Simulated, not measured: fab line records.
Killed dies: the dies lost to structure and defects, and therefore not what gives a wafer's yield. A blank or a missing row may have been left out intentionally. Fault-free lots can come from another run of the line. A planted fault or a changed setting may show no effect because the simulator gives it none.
fab line records	flow sky130
record: lots: 6	wafers: 17	last-day: 49
route steps=708 shown METAL5@671 PASSIVATION@681 PAD_OPEN@694
lots with no fault: from the same line, run without faults
start-h: start of the lot's first displayed wafer, in hours after the record's first day	wait-h: how many hours have passed since the lot's step before this one	" repeats the value in the row above	L1.1+2: a single row standing in for several wafers	- value missing, or start not given	* or withheld: withheld	< > ~ a bound
route shown NAME@n: NAME is a module with steps in the file, n the number in the route of the first one	usual: mean/standard deviation taken from wafers without a fault	same: alike in all rows	chamber/n: place in a boat	sites: readings site by site	_std_site: standard deviation across them	_edge_site: mean of outer sites minus mean of inner sites	radius-mm: how far each site lies from the wafer's centre	mask NAME#n: copy n	behind: the tool/chamber that last shaped the wafer	hold: reason for holding the lot/hours on hold/outcome of the hold	device: names the non-switching transistor (n, p or np)	end of line: at the end of the route, the tests of the same wafers	step lacking rows: just its recipe	killed: count of dies lost to structure and defects at first sort (not the wafer's yield)	map: dies across one wafer; x = killed, . = not, _ = none there
set.NAME: the setting the step ran with; set.NAME@STEP: the setting that earlier step ran with	model.NAME: the simulator's own value behind a step, which no gauge read
lots at selected steps of the route; one table per step, one row per wafer
services: the hour from which a tool's chamber was out of use, counted from the record's first day as start-h (under 0 if before that day), plus the number of hours and why
== steps ==
step: SKY_METAL5_SOFTBAKE_10
recipe: temp-c: 90	time-s: 60	resist: NOVOLAK
step: SKY_METAL5_EXPOSE_11
recipe: mask-id: MM5	na: 0.6	source-shape: conventional	sigma-outer: 0.6	polarization: unpolarized	target-cd-nm: 1600	dose-mj: 190
step: SKY_METAL5_PEB_12
recipe: temp-c: withheld	time-s: *	resist: NOVOLAK
step: SKY_METAL5_DEVELOP_13
recipe: resist: NOVOLAK	developer: TMAH	develop-time-s: 60	dev-temp-c: 23
step: SKY_METAL5_DESCUM_14
recipe: chemistry: O2	source-power-w: 150	bias-power-w: 0	pressure-mtorr: 10	temp-c: 40	time-s: 11
step: SKY_METAL5_METAL_ETCH_15
recipe: target-depth-a: 12600	stop-on: SiO2	over-etch-frac: 0.2	time-s: 252	chemistry: Cl2/BCl3	resist-sidewall-deg: 86	pressure-mtorr: 10	icp-w: 900	bias-w: 48.5	Cl2_flow_sccm: 60	bcl3-flow-sccm: 30
usual: drypump-motor-current-A: 5.7/0.49	oes-product-au: 0.894/0.0054	throttle-valve-pct: 22.264/0.0091
lot.wafer	tool	chamber	start-h	wait-h	drypump-motor-current-A	oes-product-au	rf-hours-counter-h	throttle-valve-pct
L260.4	rie-metal-02	1	1021.25	0.1	6.2	0.899	-	22.265
L260.5	"	1	"	"	6.2	0.893	-	22.281
L260.6	"	0	"	"	5.7	0.890	-	22.256
L263.2	rie-metal-02	1	1061.02	0.0	6.2	0.900	13	22.254
L263.4	"	0	"	"	5.7	0.899	-	22.258
L263.5	"	1	"	"	6.2	0.883	-	22.269
L268.3	rie-metal-03	0	1073.74	0.2	6.1	0.889	-	22.261
L268.4	"	0	"	"	6.1	0.902	-	22.260
L271.2	rie-metal-02	1	1101.84	0.0	6.2	0.886	17	22.260
L271.3	"	1	"	"	6.2	0.897	-	22.268
L271.6	"	1	"	"	6.2	0.894	-	22.266
L272.1	rie-metal-03	0	1109.59	0.0	6.1	0.901	19	22.247
L272.2	"	1	"	"	6.2	0.894	2	22.252
L272.3	"	1	"	"	6.1	0.896	-	22.270
L276.3	rie-metal-04	1	1126.52	0.1	5.3	0.898	-	22.276
L276.4	"	0	"	"	5.0	0.898	-	22.266
L276.6	"	0	"	"	4.9	0.901	-	22.262
step: SKY_METAL5_STRIP_16
recipe: chemistry: O2/N2	power-w: 1400	pressure-mtorr: 1500	platen-temp-c: withheld	o2-flow-sccm: 3000	n2-flow-sccm: 300	overash-fraction: 0.5
usual: drypump-motor-current-A: 5.7/0.6	oes-product-au: 0.711/0.0048	strip-time-to-endpoint-s: 13.03/0.1
lot.wafer	tool	chamber	start-h	wait-h	drypump-motor-current-A	oes-product-au	rf-hours-counter-h	strip-time-to-endpoint-s
L260.4	plasma-asher-03	0	1021.44	0.1	5.2	0.715	-	13.13
L260.5	"	0	"	"	5.2	0.710	-	13.14
L260.6	"	1	"	"	6.5	0.715	-	13.01
L263.2	plasma-asher-02	1	1061.26	0.2	5.1	0.706	61	13.18
L263.4	"	0	"	"	6.1	0.712	-	13.05
L263.5	"	1	"	"	5.1	0.711	-	13.18
L268.3	plasma-asher-03	0	1074.08	0.3	5.2	0.713	-	13.09
L268.4	"	1	"	"	6.5	0.716	-	13.01
L271.2	plasma-asher-03	0	1102.08	0.2	5.2	0.710	97	12.98
L271.3	"	0	"	"	5.2	0.706	-	13.08
L271.6	"	1	"	"	6.6	0.715	-	13.00
L272.1	plasma-asher-03	1	1109.83	0.2	6.5	0.701	98	13.07
L272.2	"	0	"	"	5.2	0.713	98	13.09
L272.3	"	0	"	"	5.2	0.708	-	13.14
L276.3	plasma-asher-03	1	1126.71	0.1	6.5	0.716	-	13.13
L276.4	"	0	"	"	5.2	0.713	-	12.84
L276.6	"	1	"	"	6.5	0.703	-	12.87
step: SKY_METAL5_STRIP_17
recipe: chemistry: post-etch-residue-remover	time-s: 1200	temp-c: 72.5
step: SKY_METAL5_CLEAN_18
recipe: chemistry: IPA	time-s: 180	temp-c: 25
step: SKY_METAL5_CLEAN_19
recipe: chemistry: O3/DIW	dry: n2-spin
step: SKY_PASSIVATION_CVD_00
recipe: material: SiO2	target-thk-nm: 90	temp-c: 400	time-s: withheld	rf-w: 600
usual: heater-power-w: 693/98
lot.wafer	tool	chamber	start-h	wait-h	heater-power-w
L260.4	pecvd-02	1	1022.01	0.0	697
L260.5	"	0	"	"	574
L260.6	"	1	"	"	680
L263.2	pecvd-03	0	1061.88	0.0	645
L263.4	"	0	"	"	654
L263.5	"	2	"	"	794
L268.3	pecvd-02	1	1074.64	0.0	631
L268.4	"	0	"	"	625
L271.2	pecvd-02	0	1102.71	0.0	661
L271.3	"	1	"	"	720
L271.6	"	2	"	"	551
L272.1	pecvd-01	2	1110.46	0.0	760
L272.2	"	0	"	"	689
L272.3	"	1	"	"	994
L276.3	pecvd-03	1	1127.27	0.0	643
L276.4	"	0	"	"	740
L276.6	"	1	"	"	665
step: SKY_PASSIVATION_THK_MEAS_01
recipe: reads: SiO2_of_PASSIVATION_CVD_00
usual: PASSIVATION_CVD_00_THK: 90.0/1.2
lot.wafer	tool	chamber	start-h	wait-h	PASSIVATION_CVD_00_THK[nm]
L260.4	film-metro-02	-	1022.06	-	92.2
L260.5	"	-	"	"	91.4
L260.6	"	-	"	"	91.5
L263.2	film-metro-04	-	1061.91	-	87.1
L263.4	"	-	"	"	89.2
L263.5	"	-	"	"	88.8
L268.3	film-metro-04	-	1074.68	-	88.5
L268.4	"	-	"	"	89.4
L271.2	film-metro-04	-	1102.74	-	88.3
L271.3	"	-	"	"	89.6
L271.6	"	-	"	"	90.0
L272.1	film-metro-04	-	1110.48	-	88.8
L272.2	"	-	"	"	89.1
L272.3	"	-	"	"	89.4
L276.3	film-metro-04	-	1127.31	-	89.4
L276.4	"	-	"	"	91.3
L276.6	"	-	"	"	90.9
step: SKY_PASSIVATION_CVD_02
recipe: material: Si3N4	target-thk-nm: 540	temp-c: 400	time-s: withheld	rf-w: 450
usual: heater-power-w: 763/110
lot.wafer	tool	chamber	start-h	wait-h	heater-power-w	model.Si3N4_of_PASSIVATION_CVD_02.thk-nm
L260.4	pecvd-03	1	1022.21	0.1	768	549.2
L260.5	"	0	"	"	737	547
L260.6	"	2	"	"	810	550.8
L263.2	pecvd-02	0	1061.96	0.0	765	535.1
L263.4	"	2	"	"	652	541.1
L263.5	"	0	"	"	609	545
L268.3	pecvd-03	2	1074.72	0.0	859	407.3
L268.4	"	0	"	"	712	412.1
L271.2	pecvd-03	2	1102.79	0.0	786	542.9
L271.3	"	1	"	"	729	410.6
L271.6	"	0	"	"	674	544.1
L272.1	pecvd-02	1	1110.54	0.1	771	531.4
L272.2	"	2	"	"	630	536.5
L272.3	"	0	"	"	713	539.5
L276.3	pecvd-02	0	1127.35	0.0	745	539.8
L276.4	"	1	"	"	735	547.2
L276.6	"	2	"	"	700	542.9
step: SKY_PASSIVATION_THK_MEAS_03
recipe: reads: Si3N4_of_PASSIVATION_CVD_02
usual: PASSIVATION_CVD_02_THK: 542/6.4
lot.wafer	tool	chamber	start-h	wait-h	PASSIVATION_CVD_02_THK[nm]
L260.4	film-metro-04	-	1022.35	-	550
L260.5	"	-	"	"	547
L260.6	"	-	"	"	552
L263.2	film-metro-03	-	1062.20	-	535
L263.4	"	-	"	"	541
L263.5	"	-	"	"	545
L268.3	film-metro-03	-	1074.97	-	407
L268.4	"	-	"	"	412
L271.2	film-metro-02	-	1103.03	-	543
L271.3	"	-	"	"	411
L271.6	"	-	"	"	544
L272.1	film-metro-02	-	1110.76	-	532
L272.2	"	-	"	"	537
L272.3	"	-	"	"	540
L276.3	film-metro-04	-	1127.60	-	540
L276.4	"	-	"	"	547
L276.6	"	-	"	"	543
step: SKY_PASSIVATION_DEHYDRATE_04
recipe: temp-c: 200	time-s: 60
step: SKY_PASSIVATION_HMDS_05
recipe: prime-time-s: 60	prime-temp-c: 120
step: SKY_PASSIVATION_COAT_06
recipe: spin-rpm: 2000	resist-thk-nm: 3000
step: SKY_PASSIVATION_SOFTBAKE_07
recipe: temp-c: 110	time-s: withheld
step: SKY_PASSIVATION_EXPOSE_08
recipe: mask-id: NSM	target-cd-nm: 3000	na: 0.57	dose-mj: 260
step: SKY_PASSIVATION_PEB_09
recipe: temp-c: 115	time-s: withheld
step: SKY_PASSIVATION_DEVELOP_10
recipe: develop-time-s: 60	dev-temp-c: 23
step: SKY_PASSIVATION_ETCH_11
recipe: chemistry: CF4/O2	target-depth-nm: 725	stop-on: AlCu	source-w: 800	bias-w: 150	pressure-mtorr: 150	cf4-flow-sccm: 80	O2_flow_sccm: 10	time-s: 161.1
usual: drypump-motor-current-A: 5.9/0.43	oes-product-au: 0.979/0.0073	throttle-valve-pct: 5.965/0.0091
lot.wafer	tool	chamber	start-h	wait-h	drypump-motor-current-A	oes-product-au	rf-hours-counter-h	throttle-valve-pct	model.etch.depth-nm	model.PASSIVATION.feature-depth-nm
L260.4	rie-diel-04	1	1044.51	-	6.2	0.991	12	5.965	716	716
L260.5	"	0	"	"	6.4	0.983	-	5.974	713	713
L260.6	"	3	"	"	6.6	0.999	-	5.968	717	717
L263.2	rie-diel-03	2	1083.16	-	5.4	0.969	28	5.984	697.8	697.8
L263.4	"	3	"	"	5.9	0.980	-	5.963	705.6	705.6
L263.5	"	1	"	"	5.6	0.983	-	5.969	709.6	709.6
L268.3	rie-diel-04	1	1095.14	-	6.2	0.867	14	5.932	569.6	569.6
L268.4	"	3	"	"	6.6	0.869	13	5.933	575.5	575.5
L271.2	rie-diel-03	2	1122.38	-	5.4	0.973	30	5.946	705.7	705.7
L271.3	"	0	"	"	5.8	0.866	6	5.935	574.1	574.1
L271.6	"	2	"	"	5.4	0.977	-	5.977	708.6	708.6
L272.1	rie-diel-04	2	1129.66	-	5.7	0.969	21	5.966	694.1	694.1
L272.2	"	0	"	"	6.4	0.974	9	5.964	699.4	699.4
L272.3	"	3	"	"	6.6	0.978	13	5.978	703.6	703.6
L276.3	rie-diel-03	2	1145.96	-	5.4	0.976	31	5.967	704.5	704.5
L276.4	"	1	"	"	5.6	0.990	5	5.983	713.1	713.1
L276.6	"	2	"	"	5.4	0.979	-	5.963	709	709
step: SKY_PASSIVATION_STRIP_12
recipe: chemistry: O2/N2	power-w: 1400	pressure-mtorr: 1500	platen-temp-c: withheld	overash-fraction: 0.7	o2-flow-sccm: 3000	n2-flow-sccm: 300
usual: drypump-motor-current-A: 5.8/0.61	oes-product-au: 0.661/0.0051	strip-time-to-endpoint-s: 31.54/0.12
lot.wafer	tool	chamber	start-h	wait-h	drypump-motor-current-A	oes-product-au	rf-hours-counter-h	strip-time-to-endpoint-s
L260.4	plasma-asher-02	1	1044.65	0.1	5.1	0.659	-	31.46
L260.5	"	1	"	"	5.1	0.653	-	31.38
L260.6	"	0	"	"	6.0	0.663	-	31.36
L263.2	plasma-asher-03	1	1083.26	0.1	6.5	0.666	95	31.46
L263.4	"	1	"	"	6.5	0.656	-	31.26
L263.5	"	0	"	"	5.2	0.653	-	31.32
L268.3	plasma-asher-03	0	1095.28	0.1	5.2	0.665	-	31.49
L268.4	"	1	"	"	6.6	0.652	-	31.40
L271.2	plasma-asher-03	0	1122.48	0.1	5.2	0.663	99	31.69
L271.3	"	1	"	"	6.5	0.657	-	31.60
L271.6	"	0	"	"	5.2	0.660	-	31.55
L272.1	plasma-asher-03	1	1129.76	0.1	6.5	0.650	100	31.64
L272.2	"	0	"	"	5.2	0.664	100	31.50
L272.3	"	1	"	"	6.5	0.652	-	31.44
L276.3	plasma-asher-02	1	1146.10	0.1	5.1	0.657	-	31.57
L276.4	"	0	"	"	6.1	0.665	-	31.43
L276.6	"	0	"	"	6.1	0.656	-	31.53
step: SKY_PAD_OPEN_DEHYDRATE_00
recipe: temp-c: 200	time-s: 60
step: SKY_PAD_OPEN_HMDS_01
recipe: prime-time-s: 60	prime-temp-c: 120
step: SKY_PAD_OPEN_COAT_02
recipe: spin-rpm: 2000	resist-thk-nm: 3000
step: SKY_PAD_OPEN_SOFTBAKE_03
recipe: temp-c: 110	time-s: withheld
step: SKY_PAD_OPEN_EXPOSE_04
recipe: mask-id: PDM	target-cd-nm: 60000	na: 0.57	dose-mj: 260
step: SKY_PAD_OPEN_PEB_05
recipe: temp-c: 115	time-s: withheld
step: SKY_PAD_OPEN_DEVELOP_06
recipe: develop-time-s: 60	dev-temp-c: 23
step: SKY_PAD_OPEN_ETCH_07
recipe: chemistry: CF4/O2	target-depth-nm: 725	stop-on: AlCu	source-w: 800	bias-w: 150	pressure-mtorr: 150	cf4-flow-sccm: 80	O2_flow_sccm: 10	time-s: 161.1
usual: drypump-motor-current-A: 5.6/0.31	oes-product-au: 0.979/0.0069	throttle-valve-pct: 5.965/0.0081
lot.wafer	tool	chamber	start-h	wait-h	drypump-motor-current-A	oes-product-au	rf-hours-counter-h	throttle-valve-pct	model.etch.depth-nm	model.PAD_OPEN.feature-depth-nm
L260.4	rie-diel-02	2	1066.21	-	5.7	0.983	-	5.971	716	716
L260.5	"	2	"	"	5.7	0.990	-	5.975	713	713
L260.6	"	2	"	"	5.7	0.991	-	5.981	717	717
L263.2	rie-diel-02	2	1103.46	-	5.7	0.966	22	5.966	697.8	697.8
L263.4	"	3	"	"	5.6	0.983	24	5.968	705.6	705.6
L263.5	"	0	"	"	5.7	0.980	-	5.956	709.6	709.6
L268.3	rie-diel-02	2	1116.01	-	5.7	0.860	22	5.933	569.6	569.6
L268.4	"	3	"	"	5.5	0.871	25	5.916	575.5	575.5
L271.2	rie-diel-03	0	1140.46	-	5.8	0.978	7	5.966	705.7	705.7
L271.3	"	1	"	"	5.6	0.868	5	5.943	574.1	574.1
L271.6	"	3	"	"	5.9	0.981	-	5.969	708.6	708.6
L272.1	rie-diel-02	2	1148.06	-	5.7	0.970	24	5.960	694.1	694.1
L272.2	"	0	"	"	5.7	0.979	18	5.966	699.4	699.4
L272.3	"	3	"	"	5.5	0.979	26	5.968	703.6	703.6
L276.3	rie-diel-01	1	1163.21	-	5.0	0.982	4	5.966	704.5	704.5
L276.4	"	3	"	"	6.1	0.977	18	5.961	710.2	710.2
L276.6	"	3	"	"	6.1	0.974	-	5.968	709	709
step: SKY_PAD_OPEN_STRIP_08
recipe: chemistry: O2/N2	power-w: 1400	pressure-mtorr: 1500	platen-temp-c: withheld	overash-fraction: 0.7	o2-flow-sccm: 3000	n2-flow-sccm: 300
usual: drypump-motor-current-A: 5.8/0.6	oes-product-au: 0.663/0.0048
lot.wafer	tool	chamber	start-h	wait-h	drypump-motor-current-A	oes-product-au	rf-hours-counter-h
L260.4	plasma-asher-01	0	1066.40	0.1	5.3	0.659	-
L260.5	"	1	"	"	6.5	0.665	-
L260.6	"	0	"	"	5.3	0.668	-
L263.2	plasma-asher-01	1	1103.57	0.1	6.6	0.661	35
L263.4	"	1	"	"	6.6	0.664	-
L263.5	"	0	"	"	5.3	0.661	-
L268.3	plasma-asher-03	1	1116.15	0.1	6.6	0.652	-
L268.4	"	0	"	"	5.2	0.667	-
L271.2	plasma-asher-01	1	1140.56	0.1	6.6	0.658	39
L271.3	"	1	"	"	6.5	0.663	-
L271.6	"	0	"	"	5.3	0.662	-
L272.1	plasma-asher-03	1	1148.16	0.1	6.6	0.665	101
L272.2	"	0	"	"	5.2	0.659	101
L272.3	"	0	"	"	5.2	0.665	-
L276.3	plasma-asher-04	1	1163.35	0.1	5.1	0.675	-
L276.4	"	0	"	"	6.1	0.664	-
L276.6	"	1	"	"	5.1	0.668	-
step: SKY_PAD_OPEN_STRIP_09
recipe: chemistry: post-etch-residue-remover	time-s: 1200	temp-c: 72.5
lot.wafer	tool	chamber	start-h	wait-h	model.Si3N4_of_PASSIVATION_CVD_02.thk-nm
L260.4	wet-bench-04	1	1066.47	0.0	548.8
L260.5	"	1	"	"	546.7
L260.6	"	1	"	"	550.5
L263.2	wet-bench-03	0	1103.67	0.1	534.8
L263.4	"	0	"	"	540.7
L263.5	"	0	"	"	544.6
L268.3	wet-bench-02	1	1116.21	0.0	406.9
L268.4	"	1	"	"	411.8
L271.2	wet-bench-04	0	1140.66	0.1	542.5
L271.3	"	0	"	"	410.3
L271.6	"	0	"	"	543.7
L272.1	wet-bench-03	1	1148.26	0.1	531.1
L272.2	"	1	"	"	536.2
L272.3	"	1	"	"	539.2
L276.3	wet-bench-04	2	1163.42	0.0	539.5
L276.4	"	2	"	"	546.8
L276.6	"	2	"	"	542.5
step: SKY_PAD_OPEN_CLEAN_10
recipe: chemistry: IPA	time-s: 180	temp-c: 25
step: SKY_PAD_OPEN_PROBE_99
usual: defect-limited-yield: 82.7/2.1	killed_at_M0_to_M3: 43/7.2	killed_at_M4_up: 3.3/1.8	killed-at-contacts: 23/5.5	killed-at-front-end: 16/5.1	killed-at-other: 0.4/0.65	killed-dies: 85/10	killed-on-rim: 17/4.3	killed-open: 46/7.1	killed-short: 38/7.2	sort_bin_3_pad_short: 0.9/0.41	sort_bin_5_function: 10.2/1.5	sort_bin_6_memory: 6.2/1.1	sort-n-pass: 407/10	sort-yield-pct: 82.7/2.1
same: gross-dies: 492	killed-at-back-side: 0	sort_bin_4_leakage[%]: 0	sort_bin_8_speed[%]: 0
lot.wafer	tool	chamber	start-h	wait-h	defect-limited-yield[%]	killed_at_M0_to_M3	killed_at_M4_up	killed-at-contacts	killed-at-front-end	killed-at-other	killed-dies	killed-on-rim	killed-open	killed-short	sort_bin_3_pad_short[%]	sort_bin_5_function[%]	sort_bin_6_memory[%]	sort-n-pass	sort-yield-pct[%]
L260.4	prober-02	-	1068.73	0.2	82.5	31	6	26	23	0	86	21	53	33	1.0	11.0	5.5	406	82.5
L260.5	prober-02	-	1068.78	0.2	82.3	45	2	25	14	1	87	18	41	46	0.8	10.8	6.1	405	82.3
L260.6	prober-02	-	1068.83	0.2	81.7	43	4	26	16	1	90	22	49	40	0.8	10.8	6.7	402	81.7
L268.3	prober-01	-	1118.43	0.2	83.1	47	1	21	13	1	83	17	49	34	0.6	9.8	6.5	409	83.1
L268.4	prober-01	-	1118.48	0.2	81.7	41	6	24	18	1	90	17	60	29	0.4	12.0	5.9	402	81.7
L271.2	prober-02	-	1142.86	0.1	81.1	51	7	20	13	2	93	15	45	48	1.4	11.4	6.1	399	81.1
L271.6	prober-02	-	1143.06	0.2	83.7	33	4	23	20	0	80	21	42	38	0.2	9.6	6.5	412	83.7
L272.1	prober-01	-	1150.37	0.1	82.7	39	3	19	24	0	85	14	48	37	1.2	10.6	5.5	407	82.7
L272.2	prober-01	-	1150.42	0.1	85.0	36	5	21	12	0	74	15	43	30	1.0	9.3	4.7	418	85.0
L272.3	prober-01	-	1150.47	0.2	81.1	46	1	23	23	0	93	20	55	38	1.0	10.4	7.5	399	81.1
L276.3	prober-01	-	1165.63	0.2	82.9	44	5	27	8	0	84	16	56	28	0.8	7.7	8.5	408	82.9
L276.4	prober-01	-	1165.68	0.2	86.0	38	5	18	7	1	69	17	43	25	0.6	7.9	5.5	423	86.0
L276.6	prober-01	-	1165.78	0.2	81.7	54	1	25	10	0	90	11	54	35	1.2	10.6	6.5	402	81.7
killed by level:class
L260.4 LI_CONTACT:geometric-particle:open=11 POLY_GATE:geometric-particle:open=8 VIA2:geometric-particle:open=7 CONTACT:geometric-particle:open=6 VIA3:geometric-particle:open=5 FIELD_ISO:geometric-particle:open=4 FIELD_ISO:geometric-particle:short=4 LOCAL_INTERCONNECT:geometric-particle:short=4
L260.5 CONTACT:geometric-particle:open=10 CONTACT:geometric-particle:short=9 METAL1:geometric-particle:short=8 VIA3:geometric-particle:open=8 VIA1:geometric-particle:open=7 FIELD_ISO:geometric-particle:short=5 VIA1:geometric-particle:short=5 VIA3:geometric-particle:short=5
L260.6 VIA1:geometric-particle:open=12 LI_CONTACT:geometric-particle:open=7 CONTACT:geometric-particle:open=7 VIA3:geometric-particle:open=6 METAL1:geometric-particle:short=5 VIA2:geometric-particle:short=5 FIELD_ISO:geometric-particle:open=4 LI_CONTACT:geometric-particle:short=4
L268.3 VIA1:geometric-particle:open=14 CONTACT:geometric-particle:open=10 CONTACT:geometric-particle:short=7 POLY_GATE:geometric-particle:open=6 VIA2:geometric-particle:open=6 VIA3:geometric-particle:open=6 METAL1:geometric-particle:short=4 VIA1:geometric-particle:short=4
L268.4 CONTACT:geometric-particle:open=13 VIA1:geometric-particle:open=11 POLY_GATE:geometric-particle:open=6 VIA2:geometric-particle:open=6 POLY_GATE:geometric-particle:short=5 LI_CONTACT:geometric-particle:open=5 VIA3:geometric-particle:open=5 CONTACT:geometric-particle:short=4
L271.2 VIA1:geometric-particle:open=11 METAL1:geometric-particle:short=7 VIA3:geometric-particle:open=7 METAL4:geometric-particle:short=6 LI_CONTACT:geometric-particle:open=6 FIELD_ISO:geometric-particle:open=5 VIA1:geometric-particle:short=5 METAL2:geometric-particle:short=5
L271.6 CONTACT:geometric-particle:open=10 VIA1:geometric-particle:open=8 FIELD_ISO:geometric-particle:open=7 METAL1:geometric-particle:short=7 LI_CONTACT:geometric-particle:open=6 POLY_GATE:geometric-particle:short=5 VIA3:geometric-particle:short=5 METAL4:geometric-particle:short=4
L272.1 FIELD_ISO:geometric-particle:open=10 FIELD_ISO:geometric-particle:short=9 VIA1:geometric-particle:open=6 CONTACT:geometric-particle:open=6 VIA2:geometric-particle:open=6 METAL1:geometric-particle:short=5 VIA3:geometric-particle:open=5 LI_CONTACT:geometric-particle:open=4
L272.2 CONTACT:geometric-particle:open=11 VIA1:geometric-particle:open=11 METAL1:geometric-particle:short=5 METAL3:geometric-particle:short=4 FIELD_ISO:geometric-particle:short=3 FIELD_ISO:geometric-particle:open=3 LOCAL_INTERCONNECT:geometric-particle:open=3 CONTACT:geometric-particle:short=3
L272.3 VIA2:geometric-particle:open=12 LI_CONTACT:geometric-particle:open=9 FIELD_ISO:geometric-particle:short=7 VIA1:geometric-particle:open=7 FIELD_ISO:geometric-particle:open=5 LOCAL_INTERCONNECT:geometric-particle:short=5 CONTACT:geometric-particle:open=5 METAL2:geometric-particle:short=5
L276.3 CONTACT:geometric-particle:open=13 VIA2:geometric-particle:open=10 VIA1:geometric-particle:open=9 VIA1:geometric-particle:short=7 LI_CONTACT:geometric-particle:open=4 CONTACT:geometric-particle:short=4 VIA3:geometric-particle:open=4 POLY_GATE:geometric-particle:open=3
L276.4 VIA1:geometric-particle:open=10 CONTACT:geometric-particle:open=7 VIA2:geometric-particle:open=5 VIA1:geometric-particle:short=4 METAL2:geometric-particle:open=4 VIA3:geometric-particle:open=4 POLY_GATE:geometric-particle:open=3 LI_CONTACT:geometric-particle:open=3
L276.6 VIA1:geometric-particle:open=18 CONTACT:geometric-particle:open=8 VIA3:geometric-particle:open=8 CONTACT:geometric-particle:short=6 VIA2:geometric-particle:open=6 METAL2:geometric-particle:short=6 LI_CONTACT:geometric-particle:open=5 METAL1:geometric-particle:short=4
== services ==
tool	chamber	start-h	hours	kind
rie-diel-02	0	999.88	15.1	repair
rie-diel-03	-	1006.03	2.8	pm
rie-metal-03	0	1014.02	8.4	repair
pecvd-01	-	1014.12	1.7	repair
pecvd-02	2	1018.02	25.4	repair
rie-diel-04	0	1018.34	1.9	repair
pecvd-01	1	1019.46	3.4	repair
rie-metal-03	1	1020.78	39.1	repair
rie-diel-02	-	1023.47	2.8	pm
rie-diel-01	0	1029.56	4.7	repair
pecvd-02	-	1049.04	2.8	pm
plasma-asher-04	-	1055.25	9.0	pm
rie-diel-02	3	1062.14	5.6	repair
rie-diel-03	0	1064.71	21.0	repair
rie-diel-01	-	1075.21	14.6	pm
plasma-asher-02	-	1081.22	1.6	repair
rie-diel-01	1	1102.48	15.9	repair
rie-diel-01	-	1103.20	2.8	pm
rie-diel-01	-	1108.41	32.4	repair
plasma-asher-04	-	1111.62	4.3	repair
rie-diel-04	3	1111.71	16.7	repair
pecvd-02	1	1123.06	2.8	repair
plasma-asher-03	-	1138.41	0.7	repair
plasma-asher-01	-	1142.81	6.8	repair
== key ==
first-sign: step: SKY_PASSIVATION_THK_MEAS_03	reading: PASSIVATION_CVD_02_THK	direction: down	sigmas: 21	usual: 542	struck: 410
effect: step: SKY_PASSIVATION_ETCH_11	reading: oes-product-au	direction: down	sigmas: 15	usual: 0.979	struck: 0.867
effect: step: SKY_PAD_OPEN_ETCH_07	reading: oes-product-au	direction: down	sigmas: 16	usual: 0.979	struck: 0.866
model-effect: step: SKY_PASSIVATION_CVD_02	value: Si3N4_of_PASSIVATION_CVD_02.thk-nm	without: 539.2	struck: 410
model-effect: step: SKY_PASSIVATION_ETCH_11	value: etch.depth-nm	without: 702.2	struck: 573
model-effect: step: SKY_PAD_OPEN_ETCH_07	value: etch.depth-nm	without: 702.2	struck: 573
model-effect: step: SKY_PAD_OPEN_STRIP_09	value: Si3N4_of_PASSIVATION_CVD_02.thk-nm	without: 538.8	struck: 409.7
met-at SKY_PASSIVATION_CVD_02
struck-wafers L268.3,L268.4,L271.3
onset-between 1022.21 1074.72
fault: kind: process-parameter-drift	tool: pecvd-03	chamber: -	onset-h: 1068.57	steps: SKY_PASSIVATION_CVD_02	channel: target-thk-nm	offset: -129.47	shape: step	end-h: 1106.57	scope: struck-wafers-only	acts-in: these-recipes-only	stated: 540
